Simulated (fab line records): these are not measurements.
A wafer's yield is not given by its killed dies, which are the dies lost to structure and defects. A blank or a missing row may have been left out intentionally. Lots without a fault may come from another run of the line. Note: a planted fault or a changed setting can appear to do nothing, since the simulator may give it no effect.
fab line records	flow sky130
record lots=5	wafers=15	last-day=49
route steps=708 shown FIELD_ISO@30 NWELL@32 DNWELL@35 PWDE@45 PAD_OPEN@708
lots with no fault: from the same line, run without faults
start-h: hours from the record's first day to the start of the lot's first wafer shown	wait-h: hours since the lot's step before	" unchanged from the row above	L1.1+2: a single row standing in for several wafers	- no value, or no start given	* or withheld: withheld	< > ~ a bound
route shown NAME@n: names a module that has steps shown in the file, with the first one's number in the route	usual: mean/standard deviation taken from wafers without a fault	same: alike in all rows	chamber/n: place in a boat	sites: the reading at each site	_std_site: the values' standard deviation	_edge_site: the outer-site mean with the inner-site mean subtracted	radius-mm: for every site, how far away it sits from the centre of the wafer	mask NAME#n: copy n	behind: tool/chamber where the wafer was last shaped	hold: why the lot went on hold/how many hours it stayed there/how the hold came to an end	device: whichever transistor did not switch (one of n, p or np)	end of line: tests of these same wafers at the route's end	where a step has no rows: the recipe by itself	killed: dies lost to structure and defects at the first sort, not the wafer's yield	map: shows each die of a wafer: x if killed, . if not, _ if none is there
set.NAME: the setting that was run; set.NAME@STEP: the one run at that earlier step	model.NAME: the simulator's own value behind a step, which no gauge read
lots at some steps of the route; a table a step, a row a wafer
services: from which hour (start-h, from the record's first day; less than 0 if before it) a tool's chamber was out of use, for how many hours, and why
## steps
# step SKY_FIELD_ISO_WET_ETCH_29
# recipe chemistry=H3PO4	target-depth-nm=160	target=Si3N4	temp-c=160	time-s=1825
# step SKY_FIELD_ISO_WET_ETCH_30
# recipe chemistry=dHF	target-depth-nm=25	target=SiO2	dilution=10:1	temp-c=25	time-s=50
# step SKY_NWELL_CLEAN_00
# recipe chemistry=SC1/SC2	mix=1:4:20	temp-c=70	time-s=150	dry=n2-spin
# step SKY_NWELL_OXIDATION_01
# recipe temp-c=900	ambient=O2	stabilise-s=600	purge-s=300	target-thk-a=100	ox-time-s=1418
# step SKY_NWELL_THK_MEAS_02
# recipe reads=SiO2_of_NWELL_OXIDATION_01
# usual NWELL_OXIDATION_THK=9.99/0.18
lot.wafer	tool	chamber	start-h	wait-h	NWELL_OXIDATION_THK[nm]
L277.1	film-metro-02	-	42.93	0.0	9.72
L277.4	"	-	"	"	9.98
L277.5	"	-	"	"	9.73
L280.2	film-metro-03	-	57.09	0.0	9.74
L280.3	"	-	"	"	9.82
L280.4	"	-	"	"	9.79
L290.2	film-metro-02	-	108.56	0.0	10.06
L290.5	"	-	"	"	9.91
L290.6	"	-	"	"	10.10
L293.1	film-metro-03	-	125.28	0.0	9.98
L293.3	"	-	"	"	10.23
L293.5	"	-	"	"	10.15
L295.1	film-metro-02	-	133.49	0.0	9.87
L295.2	"	-	"	"	9.83
L295.6	"	-	"	"	10.03
# step SKY_DNWELL_DEHYDRATE_00
# recipe temp-c=200	time-s=60
# step SKY_DNWELL_HMDS_01
# recipe prime-time-s=60	prime-temp-c=120
# step SKY_DNWELL_COAT_02
# recipe spin-rpm=2000	resist-thk-nm=3000
# step SKY_DNWELL_SOFTBAKE_03
# recipe temp-c=110	time-s=withheld
# step SKY_DNWELL_EXPOSE_04
# recipe mask-id=DNM	na=0.57	target-cd-nm=3000	dose-mj=222
# step SKY_DNWELL_PEB_05
# recipe temp-c=115	time-s=withheld
# step SKY_DNWELL_DEVELOP_06
# recipe wall-angle-deg=90	developer=TMAH	develop-time-s=60	dev-temp-c=23
# step SKY_DNWELL_IMPLANT_07
# recipe species=P	energy-kev=withheld	dose-cm2=withheld	tilt-deg=withheld
lot.wafer	tool	chamber	start-h	wait-h
L277.1+4+5	implanter-03	0	59.31	-
L280.2+3+4	implanter-03	0	74.22	-
L290.2+5+6	implanter-02	0	127.72	-
L293.1+3+5	implanter-02	0	144.79	-
L295.1+2+6	implanter-02	0	153.34	-
# step SKY_DNWELL_STRIP_08
# recipe chemistry=O2/N2	power-w=1400	pressure-mtorr=1500	platen-temp-c=withheld	o2-flow-sccm=3000	n2-flow-sccm=300	overash-fraction=0.5
# usual drypump-motor-current-A=5.8/0.54	o2-flow-sccm=2999/8.4	oes-product-au=0.722/0.0045	strip-time-to-endpoint-s=36.87/0.097
lot.wafer	tool	chamber	start-h	wait-h	drypump-motor-current-A	o2-flow-sccm	oes-product-au	rf-hours-counter-h	strip-time-to-endpoint-s
L277.1	plasma-asher-03	1	59.46	0.1	6.5	3005	0.727	23	36.81
L277.4	"	0	"	"	6.3	2994	0.717	-	36.80
L277.5	"	1	"	"	6.4	2996	0.726	-	36.84
L280.2	plasma-asher-01	1	74.35	0.1	5.6	3000	0.720	39	36.97
L280.3	"	0	"	"	5.1	2988	0.717	-	36.91
L280.4	"	1	"	"	5.7	3004	0.719	-	36.86
L290.2	plasma-asher-04	1	127.85	0.1	5.2	2999	0.714	43	36.94
L290.5	"	0	"	"	6.3	3023	0.726	-	36.89
L290.6	"	1	"	"	5.2	3006	0.725	-	36.84
L293.1	plasma-asher-01	1	144.94	0.1	5.7	3003	0.727	3	36.90
L293.3	"	1	"	"	5.7	2990	0.728	-	36.87
L293.5	"	1	"	"	5.7	2998	0.726	-	36.89
L295.1	plasma-asher-04	0	153.49	0.1	6.3	3003	0.727	45	36.86
L295.2	"	1	"	"	5.2	3013	0.716	45	36.80
L295.6	"	0	"	"	6.3	2995	0.720	-	36.79
# step SKY_DNWELL_TW_MEAS_09
# usual DNWELL_TW=1113/6.6
lot.wafer	tool	chamber	start-h	wait-h	DNWELL_TW
L277.1	film-metro-01	-	59.56	0.1	1113
L277.4	"	-	"	"	1114
L277.5	"	-	"	"	1112
L280.2	film-metro-02	-	74.46	0.1	1111
L280.3	"	-	"	"	1116
L280.4	"	-	"	"	1114
L290.2	film-metro-01	-	127.96	0.1	1112
L290.5	"	-	"	"	1112
L290.6	"	-	"	"	1115
L293.1	film-metro-01	-	145.04	0.1	1111
L293.3	"	-	"	"	1113
L293.5	"	-	"	"	1114
L295.1	film-metro-02	-	153.59	0.1	1121
L295.2	"	-	"	"	1117
L295.6	"	-	"	"	1119
# step SKY_PWDE_DEHYDRATE_00
# recipe temp-c=200	time-s=60
# step SKY_PWDE_HMDS_01
# recipe prime-time-s=60	prime-temp-c=120
# step SKY_PWDE_COAT_02
# recipe spin-rpm=2000	resist-thk-nm=3000
# step SKY_PWDE_SOFTBAKE_03
# recipe temp-c=110	time-s=withheld
# step SKY_PWDE_EXPOSE_04
# recipe mask-id=PWDEM	na=0.6	source-shape=conventional	sigma-outer=0.6	polarization=unpolarized	target-cd-nm=840	dose-mj=214
# step SKY_PWDE_PEB_05
# recipe temp-c=115	time-s=withheld
# step SKY_PWDE_DEVELOP_06
# recipe wall-angle-deg=90	developer=TMAH	develop-time-s=60	dev-temp-c=23
# step SKY_PWDE_OVL_MEAS_07
# usual PWDE_OVL=-0.2/1.4
lot.wafer	tool	chamber	start-h	wait-h	PWDE_OVL[nm]
L277.1	overlay-02	-	76.48	-	2.0
L277.4	"	-	"	"	1.8
L277.5	"	-	"	"	-1.2
L280.2	overlay-01	-	91.90	-	0.4
L280.3	"	-	"	"	1.2
L280.4	"	-	"	"	-0.2
L290.2	overlay-01	-	146.98	-	-1.6
L290.5	"	-	"	"	-0.6
L290.6	"	-	"	"	0.5
L293.1	overlay-02	-	164.99	-	1.4
L293.3	"	-	"	"	0.9
L293.5	"	-	"	"	-1.7
L295.1	overlay-01	-	173.78	-	0.9
L295.2	"	-	"	"	1.4
L295.6	"	-	"	"	1.3
# step SKY_PWDE_IMPLANT_08
# recipe species=B	energy-kev=150	dose-cm2=3.6e+12	tilt-deg=withheld
# step SKY_PWDE_STRIP_09
# recipe chemistry=O2/N2	power-w=1400	pressure-mtorr=1500	platen-temp-c=withheld	o2-flow-sccm=3000	n2-flow-sccm=300	overash-fraction=0.5
# usual drypump-motor-current-A=5.7/0.37	o2-flow-sccm=3000/9.6	oes-product-au=0.723/0.0047	strip-time-to-endpoint-s=36.89/0.11
lot.wafer	tool	chamber	start-h	wait-h	drypump-motor-current-A	o2-flow-sccm	oes-product-au	rf-hours-counter-h	strip-time-to-endpoint-s
L277.1	plasma-asher-04	0	76.66	0.1	6.3	2998	0.731	38	36.95
L277.4	"	1	"	"	5.2	3003	0.727	-	36.87
L277.5	"	1	"	"	5.1	2991	0.725	-	37.01
L280.2	plasma-asher-01	0	92.08	0.1	5.2	3030	0.727	41	36.82
L280.3	"	0	"	"	5.2	3015	0.718	-	36.83
L280.4	"	1	"	"	5.7	2997	0.734	-	36.86
L290.2	plasma-asher-01	0	147.16	0.1	5.2	2997	0.727	3	36.75
L290.5	"	1	"	"	5.7	3019	0.726	-	36.77
L290.6	"	0	"	"	5.2	2990	0.727	-	36.72
L293.1	plasma-asher-02	1	165.18	0.1	6.1	3000	0.722	48	36.81
L293.3	"	0	"	"	5.7	2991	0.719	-	36.77
L293.5	"	1	"	"	6.1	3002	0.719	-	36.88
L295.1	plasma-asher-02	1	173.96	0.1	6.1	2982	0.723	49	36.78
L295.2	"	0	"	"	5.7	2991	0.726	49	36.76
L295.6	"	0	"	"	5.7	3001	0.727	-	36.74
# step SKY_PWDE_TW_MEAS_10
# usual PWDE_TW=373.5/2.8
lot.wafer	tool	chamber	start-h	wait-h	PWDE_TW
L277.1	film-metro-02	-	76.76	0.1	375.3
L277.4	"	-	"	"	375.7
L277.5	"	-	"	"	373.5
L280.2	film-metro-01	-	92.19	0.1	373.4
L280.3	"	-	"	"	374.1
L280.4	"	-	"	"	374.9
L290.2	film-metro-02	-	147.27	0.1	378.0
L290.5	"	-	"	"	375.5
L290.6	"	-	"	"	375.9
L293.1	film-metro-01	-	165.28	0.1	376.7
L293.3	"	-	"	"	375.7
L293.5	"	-	"	"	373.6
L295.1	film-metro-01	-	174.06	0.1	371.8
L295.2	"	-	"	"	373.3
L295.6	"	-	"	"	372.9
# step SKY_NWELL_DEHYDRATE_03
# recipe temp-c=200	time-s=60
# step SKY_NWELL_HMDS_04
# recipe prime-time-s=60	prime-temp-c=120
# step SKY_NWELL_COAT_05
# recipe spin-rpm=2000	resist-thk-nm=3000
# step SKY_NWELL_SOFTBAKE_06
# recipe temp-c=110	time-s=withheld
# step SKY_NWELL_EXPOSE_07
# recipe mask-id=NWM	na=0.6	source-shape=conventional	sigma-outer=0.6	polarization=unpolarized	target-cd-nm=840	dose-mj=255
# step SKY_NWELL_PEB_08
# recipe temp-c=115	time-s=withheld
# step SKY_NWELL_DEVELOP_09
# recipe wall-angle-deg=90	developer=TMAH	develop-time-s=60	dev-temp-c=23
# step SKY_NWELL_OVL_MEAS_10
# usual NWELL_00_OVL=-1.2/1.5
lot.wafer	tool	chamber	start-h	wait-h	NWELL_00_OVL[nm]
L277.1	overlay-02	-	94.90	-	0.0
L277.4	"	-	"	"	-0.5
L277.5	"	-	"	"	-0.6
L280.2	overlay-02	-	110.43	-	-0.2
L280.3	"	-	"	"	-0.2
L280.4	"	-	"	"	-0.5
L290.2	overlay-02	-	167.10	-	0.8
L290.5	"	-	"	"	1.4
L290.6	"	-	"	"	-1.2
L293.1	overlay-01	-	186.38	-	-0.5
L293.3	"	-	"	"	0.2
L293.5	"	-	"	"	-2.0
L295.1	overlay-01	-	195.24	-	-0.7
L295.2	"	-	"	"	-0.5
L295.6	"	-	"	"	-1.9
# step SKY_NWELL_IMPLANT_11
# recipe species=P	energy-kev=400	dose-cm2=1.9e+13	tilt-deg=withheld
# step SKY_NWELL_IMPLANT_12
# recipe species=P	energy-kev=120	dose-cm2=1.3e+12	tilt-deg=withheld
# step SKY_NWELL_IMPLANT_13
# recipe species=P	energy-kev=50	dose-cm2=7e+11	tilt-deg=withheld
# step SKY_NWELL_STRIP_14
# recipe chemistry=O2/N2	power-w=1400	pressure-mtorr=1500	platen-temp-c=withheld	o2-flow-sccm=3000	n2-flow-sccm=300	overash-fraction=0.5
# usual drypump-motor-current-A=6.0/0.44	o2-flow-sccm=2998/9.1	oes-product-au=0.722/0.0049	strip-time-to-endpoint-s=36.87/0.12
lot.wafer	tool	chamber	start-h	wait-h	drypump-motor-current-A	o2-flow-sccm	oes-product-au	rf-hours-counter-h	strip-time-to-endpoint-s
L277.1	plasma-asher-03	0	95.38	0.1	6.3	2993	0.721	26	36.97
L277.4	"	1	"	"	6.5	2995	0.720	-	36.88
L277.5	"	1	"	"	6.4	3000	0.716	-	36.92
L280.2	plasma-asher-04	1	110.91	0.1	5.2	3012	0.719	42	37.04
L280.3	"	1	"	"	5.2	2998	0.718	-	36.91
L280.4	"	0	"	"	6.3	3010	0.718	-	36.92
L290.2	plasma-asher-03	0	167.58	0.1	6.2	3001	0.729	34	36.87
L290.5	"	1	"	"	6.5	3004	0.724	-	36.91
L290.6	"	0	"	"	6.2	3011	0.729	-	36.88
L293.1	plasma-asher-02	1	186.86	0.1	6.1	2996	0.727	50	37.00
L293.3	"	1	"	"	6.1	3001	0.722	-	37.07
L293.5	"	1	"	"	6.1	2990	0.724	-	37.04
L295.1	plasma-asher-03	0	195.73	0.1	6.3	2987	0.723	37	37.06
L295.2	"	1	"	"	6.5	3009	0.722	37	36.99
L295.6	"	1	"	"	6.5	3005	0.718	-	37.14
# step SKY_NWELL_TW_MEAS_15
# usual NWELL_TW=1817/14
lot.wafer	tool	chamber	start-h	wait-h	NWELL_TW
L277.1	film-metro-01	-	95.48	0.1	1819
L277.4	"	-	"	"	1821
L277.5	"	-	"	"	1817
L280.2	film-metro-03	-	111.02	0.1	1807
L280.3	"	-	"	"	1809
L280.4	"	-	"	"	1800
L290.2	film-metro-03	-	167.69	0.1	1811
L290.5	"	-	"	"	1804
L290.6	"	-	"	"	1808
L293.1	film-metro-01	-	186.96	0.1	1830
L293.3	"	-	"	"	1824
L293.5	"	-	"	"	1817
L295.1	film-metro-01	-	195.83	0.1	1825
L295.2	"	-	"	"	1831
L295.6	"	-	"	"	1820
# step SKY_NWELL_DEHYDRATE_16
# recipe temp-c=200	time-s=60
# step SKY_NWELL_HMDS_17
# recipe prime-time-s=60	prime-temp-c=120
# step SKY_NWELL_COAT_18
# recipe spin-rpm=2000	resist-thk-nm=3000
# step SKY_PAD_OPEN_PROBE_99
# usual killed_at_M0_to_M3=43/6.7	killed_at_M4_up=3.2/2.1	killed-at-contacts=25/5.9	killed-at-front-end=16/4.7	killed-at-other=0.3/0.54	killed-dies=87/9.8	killed-open=47/6.7	killed-short=40/6.5
# same gross-dies=492	killed-at-back-side=0
lot.wafer	tool	chamber	start-h	wait-h	killed_at_M0_to_M3	killed_at_M4_up	killed-at-contacts	killed-at-front-end	killed-at-other	killed-dies	killed-open	killed-short	model.etest.res-deep-nwell.rs-ohm-sq-range
L277.1	prober-01	-	1096.91	0.1	54	0	36	15	0	105	58	46	55.43
L277.4	prober-01	-	1097.06	0.2	46	4	28	23	0	101	47	54	44.15
L277.5	prober-01	-	1097.11	0.2	53	2	30	25	0	110	49	59	113.6
L280.2	prober-02	-	1108.60	0.1	37	1	31	13	0	82	47	35	233.3
L280.3	prober-02	-	1108.65	0.2	41	4	35	15	0	95	47	48	54.76
L280.4	prober-02	-	1108.70	0.2	40	4	31	16	1	92	46	46	51.87
L290.2	prober-02	-	1161.45	0.1	55	6	22	16	0	99	55	44	57.37
L290.5	prober-02	-	1161.60	0.2	52	5	23	14	0	94	50	44	53.11
L290.6	prober-02	-	1161.65	0.2	57	3	23	7	0	90	51	39	73.57
L293.1	prober-01	-	1175.65	0.1	48	3	26	19	1	97	52	45	59.34
L293.3	prober-01	-	1175.75	0.2	35	2	21	17	0	75	47	28	61.23
L293.5	prober-01	-	1175.85	0.2	43	4	35	19	0	101	61	40	57.42
L295.1	prober-01	-	1184.74	0.1	36	7	35	14	0	92	51	41	92.52
L295.2	prober-01	-	1184.79	0.1	44	0	26	16	0	86	51	35	51.23
L295.6	prober-01	-	1184.99	0.2	46	5	34	21	0	106	63	43	66.29
# killed by level:class
L277.1 LI_CONTACT:geometric-particle:open=9 CONTACT:geometric-particle:open=9 VIA1:geometric-particle:open=9 VIA2:geometric-particle:open=9 VIA3:geometric-particle:open=9 CONTACT:geometric-particle:short=8 LI_CONTACT:geometric-particle:short=6 METAL1:geometric-particle:short=6
L277.4 VIA3:geometric-particle:open=9 METAL2:geometric-particle:short=9 LI_CONTACT:geometric-particle:open=8 LI_CONTACT:geometric-particle:short=7 VIA1:geometric-particle:open=7 CONTACT:geometric-particle:open=6 VIA1:geometric-particle:short=6 METAL3:geometric-particle:short=6
L277.5 METAL1:geometric-particle:short=12 VIA2:geometric-particle:open=9 LI_CONTACT:geometric-particle:open=9 METAL2:geometric-particle:short=9 CONTACT:geometric-particle:open=8 LI_CONTACT:geometric-particle:short=8 POLY_GATE:geometric-particle:open=7 POLY_GATE:geometric-particle:short=7
L280.2 CONTACT:geometric-particle:open=10 LI_CONTACT:geometric-particle:open=8 VIA1:geometric-particle:open=8 METAL1:geometric-particle:short=7 CONTACT:geometric-particle:short=6 VIA2:geometric-particle:open=5 POLY_GATE:geometric-particle:open=4 LI_CONTACT:geometric-particle:short=4
L280.3 VIA1:geometric-particle:open=11 LI_CONTACT:geometric-particle:open=10 LI_CONTACT:geometric-particle:short=7 LOCAL_INTERCONNECT:geometric-particle:short=7 VIA2:geometric-particle:open=7 FIELD_ISO:geometric-particle:short=5 CONTACT:geometric-particle:short=5 METAL2:geometric-particle:short=5
L280.4 CONTACT:geometric-particle:open=14 METAL1:geometric-particle:short=10 VIA1:geometric-particle:open=7 LOCAL_INTERCONNECT:geometric-particle:short=6 POLY_GATE:geometric-particle:short=5 LI_CONTACT:geometric-particle:open=5 VIA3:geometric-particle:open=5 VIA2:geometric-particle:short=5
L290.2 CONTACT:geometric-particle:open=13 VIA3:geometric-particle:open=10 VIA1:geometric-particle:open=9 VIA2:geometric-particle:open=9 METAL1:geometric-particle:short=8 METAL2:geometric-particle:short=5 FIELD_ISO:geometric-particle:short=4 POLY_CUT:geometric-particle:open=4
L290.5 VIA1:geometric-particle:open=16 CONTACT:geometric-particle:open=12 METAL1:geometric-particle:short=8 METAL2:geometric-particle:short=6 VIA3:geometric-particle:open=6 POLY_GATE:geometric-particle:short=5 VIA2:geometric-particle:open=5 LI_CONTACT:geometric-particle:open=4
L290.6 VIA1:geometric-particle:open=17 CONTACT:geometric-particle:open=9 METAL1:geometric-particle:short=8 LOCAL_INTERCONNECT:geometric-particle:short=7 VIA2:geometric-particle:open=7 LI_CONTACT:geometric-particle:open=6 VIA1:geometric-particle:short=5 METAL2:geometric-particle:short=5
L293.1 VIA1:geometric-particle:open=12 CONTACT:geometric-particle:open=11 METAL1:geometric-particle:short=11 POLY_GATE:geometric-particle:short=9 LI_CONTACT:geometric-particle:open=7 VIA3:geometric-particle:open=7 FIELD_ISO:geometric-particle:open=5 CONTACT:geometric-particle:short=5
L293.3 CONTACT:geometric-particle:open=11 VIA1:geometric-particle:open=8 VIA2:geometric-particle:open=7 VIA3:geometric-particle:open=7 POLY_GATE:geometric-particle:short=6 FIELD_ISO:geometric-particle:open=4 CONTACT:geometric-particle:short=3 VIA1:geometric-particle:short=3
L293.5 CONTACT:geometric-particle:open=18 VIA1:geometric-particle:open=14 LI_CONTACT:geometric-particle:open=9 POLY_GATE:geometric-particle:short=7 CONTACT:geometric-particle:short=5 VIA2:geometric-particle:open=5 VIA1:geometric-particle:short=5 POLY_GATE:geometric-particle:open=4
L295.1 CONTACT:geometric-particle:open=10 LI_CONTACT:geometric-particle:open=9 LOCAL_INTERCONNECT:geometric-particle:short=9 VIA1:geometric-particle:open=8 VIA2:geometric-particle:open=7 METAL4:geometric-particle:short=7 FIELD_ISO:geometric-particle:short=5 VIA3:geometric-particle:open=5
L295.2 LI_CONTACT:geometric-particle:open=13 VIA3:geometric-particle:open=9 VIA1:geometric-particle:open=8 VIA2:geometric-particle:open=7 FIELD_ISO:geometric-particle:short=6 VIA1:geometric-particle:short=6 CONTACT:geometric-particle:open=6 FIELD_ISO:geometric-particle:open=5
L295.6 VIA2:geometric-particle:open=13 LI_CONTACT:geometric-particle:open=11 CONTACT:geometric-particle:open=11 POLY_GATE:geometric-particle:short=9 CONTACT:geometric-particle:short=9 VIA3:geometric-particle:open=6 METAL1:geometric-particle:open=5 VIA1:geometric-particle:open=5
## services
tool	chamber	start-h	hours	kind
plasma-asher-03	-	61.59	1.3	repair
plasma-asher-01	-	108.75	9.0	pm
plasma-asher-01	0	108.75	9.0	vent-cycle
plasma-asher-01	1	108.75	9.0	vent-cycle
plasma-asher-01	0	117.75	-	clean
plasma-asher-01	1	117.75	-	clean
plasma-asher-04	-	120.87	2.1	repair
implanter-02	-	169.09	3.4	pm
## key
first-sign none at tools or gauges
model-effect step=SKY_PAD_OPEN_PROBE_99	value=etest.res-deep-nwell.rs-ohm-sq-range	without=64.54	struck=233.3
met-at SKY_DNWELL_IMPLANT_07
struck-wafers L280.2
tester-left-out L280
onset-between 59.31 74.22
fault kind=process-parameter-drift	tool=implanter-03	chamber=-	onset-h=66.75	steps=SKY_DNWELL_IMPLANT_07	channel=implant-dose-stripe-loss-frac	offset=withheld	shape=step	end-h=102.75	scope=struck-wafers-only
# tester-left-out: of these lots the tester's yield and bins aren't shown, on N5 and GAA mostly nor the transistor test; their killed dies are dies lost to structure and defects alone, not to doping, threshold or leakage, so they don't give the yield
